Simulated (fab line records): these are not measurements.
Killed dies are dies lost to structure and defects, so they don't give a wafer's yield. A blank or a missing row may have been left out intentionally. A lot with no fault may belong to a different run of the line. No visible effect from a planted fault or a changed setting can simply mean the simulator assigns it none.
fab line records ; flow sfq-line
[record] lots = 6; wafers = 18; last-day = 85
route steps=325 shown I4@177 JJ@178
lots that met no fault: from a run of the same line without faults
start-h: hours from the record's opening day to when the first of the lot's shown wafers began ; wait-h: hours from the lot's prior step to this one ; " repeats the value in the row above ; L1.1+2: one row covering several wafers at once ; - no value, or no start was given ; * or withheld: withheld ; < > ~ a bound
route shown NAME@n: NAME is a module with steps in the file, n the number in the route of the first one ; usual: mean/standard deviation taken from wafers without a fault ; same: alike in all rows ; chamber/n: place in a boat ; sites: the reading at each site ; _std_site: standard deviation of those values ; _edge_site: outer sites' mean less inner sites' ; radius-mm: for every site, how far away it sits from the centre of the wafer ; mask NAME#n: copy n ; behind: tool/chamber where the wafer was last shaped ; hold: cause of the lot's hold/its duration in hours/its outcome ; device: which transistor (n, p or np) failed to switch ; end of line: tests run on the same wafers once the route is complete ; where a step has no rows: the recipe by itself ; killed: dies that structure and defects cost at the first sort, which is not the same as the wafer's yield ; map: shows each die of a wafer: x if killed, . if not, _ if none is there
set.NAME: the setting that was run; set.NAME@STEP: the one run at that earlier step ; model.NAME: the simulator's own value behind a step, which no gauge read
a table for each step, a row for each wafer; lots at some steps of the route
services: the hour from which a tool's chamber was out of use, counted from the record's first day as start-h (under 0 if before that day), plus the number of hours and why
[[steps]]
[step SFQ_TRILAYER_I4_VIA_STRIP_SOLV_CLEAN_108]
[recipe] chemistry = NMP; temp-c = 70; time-s = 600
[step SFQ_TRILAYER_JJ_TRILAYER_DEP_PRE_CLEAN_113]
[recipe] gas = Ar; time-s = 22.5; bias-v = 250
[step SFQ_TRILAYER_JJ_TRILAYER_DEP_SPUTTER_109]
[recipe] material = Nb; base-pressure-pa = 1.33e-06; chamber-pressure-pa = 0.1333; substrate-temp-c = 20; target-thk-nm = 150; power-w = 2000; time-s = 100
[usual] throttle-valve-pct = 30.0/1.1
lot.wafer;tool;chamber;start-h;wait-h;throttle-valve-pct
L491.2;pvd-sputter-06;-;1036.89;0.0;29.1
L491.4;pvd-sputter-06;-;1036.89;0.0;31.0
L491.5;pvd-sputter-06;-;1036.89;0.0;28.9
L495.1;pvd-sputter-05;-;1120.96;0.0;31.0
L495.2;pvd-sputter-05;-;1120.96;0.0;29.9
L495.5;pvd-sputter-05;-;1120.96;0.0;31.3
L502.1;pvd-sputter-05;-;1193.56;0.0;31.3
L502.4;pvd-sputter-05;-;1193.56;0.0;30.2
L502.5;pvd-sputter-05;-;1193.56;0.0;29.3
L503.2;pvd-sputter-03;-;1194.58;0.0;28.6
L503.5;pvd-sputter-03;-;1194.58;0.0;31.7
L503.6;pvd-sputter-03;-;1194.58;0.0;30.5
L504.2;pvd-sputter-06;-;1195.78;0.0;29.1
L504.4;pvd-sputter-06;-;1195.78;0.0;31.6
L504.6;pvd-sputter-06;-;1195.78;0.0;31.3
L505.2;pvd-sputter-05;-;1198.20;0.0;30.5
L505.4;pvd-sputter-05;-;1198.20;0.0;31.0
L505.6;pvd-sputter-05;-;1198.20;0.0;30.4
[step SFQ_TRILAYER_JJ_TRILAYER_DEP_SPUTTER_110]
[recipe] material = Al; base-pressure-pa = 1.33e-06; target-thk-nm = 8; power-w = 500; time-s = 10; chamber-pressure-pa = 0.4
[usual] throttle-valve-pct = 30.0/1.1
lot.wafer;tool;chamber;start-h;wait-h;throttle-valve-pct
L491.2;pvd-sputter-06;-;1036.96;0.0;28.8
L491.4;pvd-sputter-06;-;1036.96;0.0;31.3
L491.5;pvd-sputter-06;-;1036.96;0.0;28.8
L495.1;pvd-sputter-05;-;1121.03;0.0;31.3
L495.2;pvd-sputter-05;-;1121.03;0.0;30.1
L495.5;pvd-sputter-05;-;1121.03;0.0;31.2
L502.1;pvd-sputter-05;-;1193.63;0.0;31.4
L502.4;pvd-sputter-05;-;1193.63;0.0;30.3
L502.5;pvd-sputter-05;-;1193.63;0.0;29.3
L503.2;pvd-sputter-03;-;1194.65;0.0;28.7
L503.5;pvd-sputter-03;-;1194.65;0.0;31.6
L503.6;pvd-sputter-03;-;1194.65;0.0;30.3
L504.2;pvd-sputter-06;-;1195.85;0.0;28.8
L504.4;pvd-sputter-06;-;1195.85;0.0;31.6
L504.6;pvd-sputter-06;-;1195.85;0.0;31.2
L505.2;pvd-sputter-05;-;1198.27;0.0;30.2
L505.4;pvd-sputter-05;-;1198.27;0.0;31.3
L505.6;pvd-sputter-05;-;1198.27;0.0;30.2
[step SFQ_TRILAYER_JJ_TRILAYER_DEP_AL_OXIDATION_111]
[recipe] pressure-mbar = 0.014667; oxidation-time-s = 600; temperature-k = 293
[step SFQ_TRILAYER_JJ_TRILAYER_DEP_SPUTTER_112]
[recipe] material = Nb; base-pressure-pa = 1.33e-06; chamber-pressure-pa = 0.1333; substrate-temp-c = 20; target-thk-nm = 170; power-w = 2000; time-s = 113.3
[usual] throttle-valve-pct = 30.0/1.1
lot.wafer;tool;chamber;start-h;wait-h;throttle-valve-pct
L491.2;pvd-sputter-06;-;1037.98;0.5;29.4
L491.4;pvd-sputter-06;-;1037.98;0.5;31.3
L491.5;pvd-sputter-06;-;1037.98;0.5;29.0
L495.1;pvd-sputter-05;-;1122.06;0.5;31.2
L495.2;pvd-sputter-05;-;1122.06;0.5;30.1
L495.5;pvd-sputter-05;-;1122.06;0.5;31.1
L502.1;pvd-sputter-05;-;1194.65;0.5;31.2
L502.4;pvd-sputter-05;-;1194.65;0.5;30.1
L502.5;pvd-sputter-05;-;1194.65;0.5;29.4
L503.2;pvd-sputter-03;-;1195.67;0.5;28.6
L503.5;pvd-sputter-03;-;1195.67;0.5;31.6
L503.6;pvd-sputter-03;-;1195.67;0.5;30.3
L504.2;pvd-sputter-06;-;1196.87;0.5;28.8
L504.4;pvd-sputter-06;-;1196.87;0.5;31.3
L504.6;pvd-sputter-06;-;1196.87;0.5;31.5
L505.2;pvd-sputter-05;-;1199.29;0.5;29.9
L505.4;pvd-sputter-05;-;1199.29;0.5;31.4
L505.6;pvd-sputter-05;-;1199.29;0.5;30.6
[step SFQ_JJ_RS_MEAS_929]
[recipe] thk-meas-gauge = four-point-probe; reads = Nb_of_TRILAYER_JJ_TRILAYER_DEP_SPUTTER_112
[usual] JJ_NB_RS = 1.052/0.0096
lot.wafer;tool;chamber;start-h;wait-h;JJ_NB_RS[ohm/sq]
L491.2;film-metro-02;-;1038.08;0.1;1.066
L491.4;film-metro-02;-;1038.08;0.1;1.066
L491.5;film-metro-02;-;1038.08;0.1;1.066
L495.1;film-metro-01;-;1122.14;0.0;1.042
L495.2;film-metro-01;-;1122.14;0.0;1.042
L495.5;film-metro-01;-;1122.14;0.0;1.044
L502.1;film-metro-03;-;1194.73;0.0;1.046
L502.4;film-metro-03;-;1194.73;0.0;1.059
L502.5;film-metro-03;-;1194.73;0.0;1.049
L503.2;film-metro-01;-;1195.77;0.1;1.051
L503.5;film-metro-01;-;1195.77;0.1;1.052
L503.6;film-metro-01;-;1195.77;0.1;1.056
L504.2;film-metro-03;-;1196.97;0.1;1.054
L504.4;film-metro-03;-;1196.97;0.1;1.049
L504.6;film-metro-03;-;1196.97;0.1;1.056
L505.2;film-metro-03;-;1199.39;0.1;1.051
L505.4;film-metro-03;-;1199.39;0.1;1.045
L505.6;film-metro-03;-;1199.39;0.1;1.039
[step SFQ_TRILAYER_JJ_CE_LITHO_COAT_119]
[recipe] resist = BARC; spin-rpm = 3000; resist-thk-nm = 62
[step SFQ_TRILAYER_JJ_CE_LITHO_COAT_114]
[recipe] resist = KrF; spin-rpm = 3000; resist-thk-nm = 600
[step SFQ_TRILAYER_JJ_CE_LITHO_SOFTBAKE_118]
[recipe] temp-c = withheld; time-s = withheld; resist = KrF
[step SFQ_TRILAYER_JJ_CE_LITHO_EXPOSE_115]
[recipe] mask-id = J5; na = 0.6; source-shape = conventional; sigma-outer = 0.65; target-cd-nm = 700; dose-mj = 14.4
[step SFQ_TRILAYER_JJ_CE_LITHO_PEB_117]
[recipe] peb-temp-c = 115; peb-time-s = 60; resist = KrF
lot.wafer;tool;chamber;start-h;wait-h
L491.2+4+5;litho-track-01;0;1164.09;0.8
L495.1+2+5;litho-track-04;0;1251.01;1.0
L502.1+4+5;litho-track-04;0;1321.81;1.0
L503.2+5+6;litho-track-01;0;1323.04;0.8
L504.2+4+6;litho-track-04;0;1324.24;0.8
L505.2+4+6;litho-track-03;0;1329.04;0.8
[step SFQ_TRILAYER_JJ_CE_LITHO_DEVELOP_116]
[recipe] time-s = 60; resist = KrF
[step SFQ_JJ_OVL_MEAS_931]
[usual] J5_OVL = -1/5.1
lot.wafer;tool;chamber;start-h;wait-h;J5_OVL[nm]
L491.2;overlay-02;-;1164.37;0.1;-11
L491.4;overlay-02;-;1164.37;0.1;-13
L491.5;overlay-02;-;1164.37;0.1;-16
L495.1;overlay-02;-;1251.31;0.1;0
L495.2;overlay-02;-;1251.31;0.1;4
L495.5;overlay-02;-;1251.31;0.1;4
L502.1;overlay-01;-;1322.11;0.1;0
L502.4;overlay-01;-;1322.11;0.1;-3
L502.5;overlay-01;-;1322.11;0.1;-4
L503.2;overlay-02;-;1323.32;0.1;-1
L503.5;overlay-02;-;1323.32;0.1;-1
L503.6;overlay-02;-;1323.32;0.1;-8
L504.2;overlay-01;-;1324.52;0.1;-5
L504.4;overlay-01;-;1324.52;0.1;-4
L504.6;overlay-01;-;1324.52;0.1;1
L505.2;overlay-02;-;1329.32;0.1;2
L505.4;overlay-02;-;1329.32;0.1;2
L505.6;overlay-02;-;1329.32;0.1;3
[step SFQ_TRILAYER_JJ_CE_METRO_MEASURE_117]
[usual] cd-nm = 699.6/1.2
lot.wafer;tool;chamber;start-h;wait-h;cd-nm
L491.2;cd-sem-01;-;1164.60;0.2;700.4
L491.4;cd-sem-01;-;1164.60;0.2;701.4
L491.5;cd-sem-01;-;1164.60;0.2;701.4
L495.1;cd-sem-01;-;1251.35;0.0;701.2
L495.2;cd-sem-01;-;1251.35;0.0;702.1
L495.5;cd-sem-01;-;1251.35;0.0;701.1
L502.1;cd-sem-01;-;1322.15;0.0;671.9
L502.4;cd-sem-01;-;1322.15;0.0;671.2
L502.5;cd-sem-01;-;1322.15;0.0;700.6
L502.1;cd-sem-01;-;1323.52;1.2;672.3
L502.4;cd-sem-01;-;1323.52;1.2;671.0
L502.5;cd-sem-01;-;1323.52;1.2;701.0
L503.2;cd-sem-02;-;1323.55;0.2;701.5
L503.5;cd-sem-02;-;1323.55;0.2;701.1
L503.6;cd-sem-02;-;1323.55;0.2;701.3
L504.2;cd-sem-01;-;1324.75;0.2;699.8
L504.4;cd-sem-01;-;1324.75;0.2;668.4
L504.6;cd-sem-01;-;1324.75;0.2;698.5
L504.2;cd-sem-01;-;1326.80;1.9;699.7
L504.4;cd-sem-01;-;1326.80;1.9;668.8
L504.6;cd-sem-01;-;1326.80;1.9;698.8
L505.2;cd-sem-02;-;1329.55;0.2;699.0
L505.4;cd-sem-02;-;1329.55;0.2;699.5
L505.6;cd-sem-02;-;1329.55;0.2;700.6
[step SFQ_TRILAYER_JJ_CE_BARC_OPEN_RIE_150]
[recipe] mask-material = PR; chemistry = O2; target-depth-nm = 240; target = BARC; icp-w = 600; bias-w = 80; pressure-mtorr = 10; time-s = 80
[usual] chamber-pressure-mTorr = 10.000/0.0089; drypump-motor-current-A = 5.33/0.25; oes-product-au = 0.538/0.0046
lot.wafer;tool;chamber;start-h;wait-h;chamber-pressure-mTorr;drypump-motor-current-A;oes-product-au;rf-hours-counter-h;model.JJ.cd-nm
L491.2;rie-metal-02;1;1165.63;0.8;10.003;5.66;0.541;-;700.2
L491.4;rie-metal-02;1;1165.63;0.8;9.977;5.67;0.540;-;702
L491.5;rie-metal-02;1;1165.63;0.8;9.994;5.65;0.542;-;701.4
L495.1;rie-metal-01;0;1252.55;1.0;10.008;5.35;0.531;78;700.5
L495.2;rie-metal-01;1;1252.55;1.0;10.005;5.40;0.546;28;701.9
L495.5;rie-metal-01;1;1252.55;1.0;9.986;5.40;0.536;-;701
L503.2;rie-metal-04;1;1324.55;0.8;10.014;5.47;0.529;34;700.3
L503.5;rie-metal-04;1;1324.55;0.8;10.004;5.47;0.546;-;700.2
L503.6;rie-metal-04;0;1324.55;0.8;9.988;4.86;0.541;-;702
L502.1;rie-metal-01;0;1329.67;6.0;10.001;5.35;0.539;85;672
L502.4;rie-metal-01;1;1329.67;6.0;10.016;5.38;0.535;-;670.1
L502.5;rie-metal-01;1;1329.67;6.0;9.985;5.40;0.533;-;700.1
L505.2;rie-metal-04;1;1330.55;0.8;9.991;5.48;0.535;35;697.8
L505.4;rie-metal-04;0;1330.55;0.8;10.001;4.87;0.540;-;699.8
L505.6;rie-metal-04;0;1330.55;0.8;10.007;4.89;0.541;-;700.8
L504.2;rie-metal-02;1;1332.65;5.7;10.011;5.68;0.535;44;700.3
L504.4;rie-metal-02;0;1332.65;5.7;10.006;5.47;0.536;-;669.2
L504.6;rie-metal-02;0;1332.65;5.7;9.998;5.49;0.543;-;699.5
[step SFQ_TRILAYER_JJ_CE_ETCH_RIE_118]
[recipe] target = Nb; stop-on = Al2O3; mask-material = PR; taper-deg = 13.257; over-etch-frac = 0.15; time-s = 97.7; chemistry = SF6; target-depth-nm = 170; icp-w = 600; bias-w = 80; pressure-mtorr = 10
[usual] chamber-pressure-mTorr = 9.999/0.0085; drypump-motor-current-A = 5.33/0.25; oes-product-au = 0.988/0.0063
lot.wafer;tool;chamber;start-h;wait-h;chamber-pressure-mTorr;drypump-motor-current-A;oes-product-au;rf-hours-counter-h;model.JJ.cd-nm
L491.2;rie-metal-02;1;1165.82;0.2;9.992;5.71;0.976;-;700.5
L491.4;rie-metal-02;1;1165.82;0.2;10.007;5.71;0.993;-;701.6
L491.5;rie-metal-02;1;1165.82;0.2;10.006;5.71;0.984;-;702.1
L495.1;rie-metal-01;0;1252.64;0.1;10.001;5.33;0.988;78;699.2
L495.2;rie-metal-01;1;1252.64;0.1;10.002;5.38;0.993;28;701.2
L495.5;rie-metal-01;1;1252.64;0.1;10.010;5.38;0.992;-;700.6
L503.2;rie-metal-04;1;1324.64;0.1;9.997;5.47;0.996;35;701
L503.5;rie-metal-04;1;1324.64;0.1;9.991;5.47;0.986;-;700.1
L503.6;rie-metal-04;0;1324.64;0.1;10.005;4.86;0.987;-;701.6
L502.1;rie-metal-01;0;1329.76;0.1;9.984;5.31;0.984;85;672.5
L502.4;rie-metal-01;1;1329.76;0.1;9.983;5.39;0.992;-;669.6
L502.5;rie-metal-01;1;1329.76;0.1;10.014;5.39;0.991;-;698.9
L505.2;rie-metal-04;1;1330.64;0.1;10.020;5.46;0.985;35;697.7
L505.4;rie-metal-04;0;1330.64;0.1;9.983;4.85;0.999;-;700.3
L505.6;rie-metal-04;0;1330.64;0.1;10.002;4.87;0.986;-;700.9
L504.2;rie-metal-02;1;1332.74;0.1;9.995;5.69;0.984;44;700.3
L504.4;rie-metal-02;0;1332.74;0.1;10.005;5.50;0.981;-;668.6
L504.6;rie-metal-02;0;1332.74;0.1;10.003;5.49;0.986;-;699.9
[step SFQ_TRILAYER_JJ_ANODIZE_ANODIZE_119]
[recipe] current-density-ma-cm2 = withheld; end-current-density-ma-cm2 = withheld; bath-temp-c = withheld
[[services]]
tool;chamber;start-h;hours;kind
cd-sem-02;-;1026.51;0.5;pm
cd-sem-02;-;1029.79;7.0;repair
cd-sem-02;-;1050.01;1.5;repair
cd-sem-02;-;1057.10;0.3;pm
cd-sem-01;-;1058.61;2.1;pm
pvd-sputter-05;-;1060.29;9.2;repair
cd-sem-01;-;1077.15;1.5;pm
rie-metal-02;0;1104.73;6.1;repair
rie-metal-01;-;1123.86;2.8;pm
cd-sem-01;-;1155.15;1.3;pm
rie-metal-01;-;1185.28;0.4;repair
pvd-sputter-06;-;1206.22;11.7;repair
pvd-sputter-06;-;1209.29;3.8;repair
cd-sem-01;-;1223.90;0.3;pm
pvd-sputter-05;-;1233.45;1.4;repair
pvd-sputter-03;-;1241.43;3.4;repair
cd-sem-01;-;1242.61;1.1;pm
pvd-sputter-03;-;1258.96;3.4;repair
cd-sem-01;-;1261.15;0.6;pm
rie-metal-04;-;1263.83;28.1;pm
pvd-sputter-06;-;1277.03;5.8;repair
rie-metal-02;1;1300.91;8.0;repair
pvd-sputter-05;-;1314.65;2.0;repair
cd-sem-01;-;1314.95;1.7;pm
[[key]]
[first-sign] step = SFQ_TRILAYER_JJ_CE_METRO_MEASURE_117; reading = visit; direction = added
[effect] step = SFQ_TRILAYER_JJ_CE_METRO_MEASURE_117; reading = cd-nm; direction = down; sigmas = 24; usual = 699.6; struck = 670.5
[model-effect] step = SFQ_TRILAYER_JJ_CE_BARC_OPEN_RIE_150; value = JJ.cd-nm; without = 699.3; struck = 670.4
[model-effect] step = SFQ_TRILAYER_JJ_CE_ETCH_RIE_118; value = JJ.cd-nm; without = 699.1; struck = 670.2
met-at SFQ_TRILAYER_JJ_CE_LITHO_PEB_117
struck-wafers L502.1,L502.4,L504.4
onset-between 1251.01 1321.81
[fault] kind = process-parameter-drift; tool = litho-track-04; chamber = -; onset-h = 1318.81; steps = SFQ_TRILAYER_JJ_CE_LITHO_PEB_117; channel = peb-time-s; offset = *; shape = step; end-h = 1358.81; scope = struck-wafers-only; acts-in = *; stated = *
